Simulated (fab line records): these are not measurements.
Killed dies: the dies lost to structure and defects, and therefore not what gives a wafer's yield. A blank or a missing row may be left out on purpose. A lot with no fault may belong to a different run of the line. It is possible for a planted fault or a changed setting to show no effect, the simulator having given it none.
Matching of chambers | flow gf180mcu | 4 sister chambers for GF_V5_CMP_04 on cmp-02
The step polishes SiO2. 8 wafers are shown with their chamber, then 7 later ones without.

WAFERS WITH THEIR CHAMBER
wafer  | chamber | motor current A (A) | platen rpm (rpm)
L827.3 | 0       | 14.5                | 59.97
L831.5 | 3       | 11.6                | 60.03
L831.6 | 2       | 11.7                | 59.96
L833.3 | 1       | 10.8                | 59.99
L833.4 | 3       | 12.3                | 60.06
L833.5 | 0       | 14.3                | 60.02
L835.1 | 2       | 11.1                | 59.96
L835.2 | 1       | 10.3                | 59.99

WAFERS WITHOUT THEIR CHAMBER
wafer  | motor current A (A) | platen rpm (rpm)
L835.3 | 11.3                | 60.05
L840.1 | 14.5                | 59.96
L840.2 | 12.3                | 60.05
L840.6 | 10.6                | 59.95
L844.2 | 11.1                | 59.93
L844.3 | 10.6                | 59.99
L844.6 | 14.8                | 59.92

THE CHAMBER EACH PASSED THROUGH
wafer  | from the rows above     | in truth
L835.3 | can't be placed: 3 or 1 | 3
L840.1 | 0                       | 0
L840.2 | 3                       | 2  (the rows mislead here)
L840.6 | can't be placed: 1 or 2 | 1
L844.2 | can't be placed: 2 or 1 | 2
L844.3 | 1                       | 1
L844.6 | 0                       | 0
Correctly placed: 3 of 7. Cannot be placed on the basis of these rows: 3; the candidates contain the true chamber in 3. Placed wrongly: 1.
How it was worked out, from the rows above alone: a wafer's distance from a chamber is the root of the sum, over the readings, of the square of ((its reading less the chamber's mean) divided by the reading's scatter). If the next closest chamber is less than 2 further off than the closest, the wafer can't be placed; otherwise it belongs to the closest. A chamber's mean is the mean of its shown wafers. How the scatter is found: for the shown wafers, subtract from each reading the mean of its chamber, square and add these, divide the total by (wafers less chambers), then take the root.
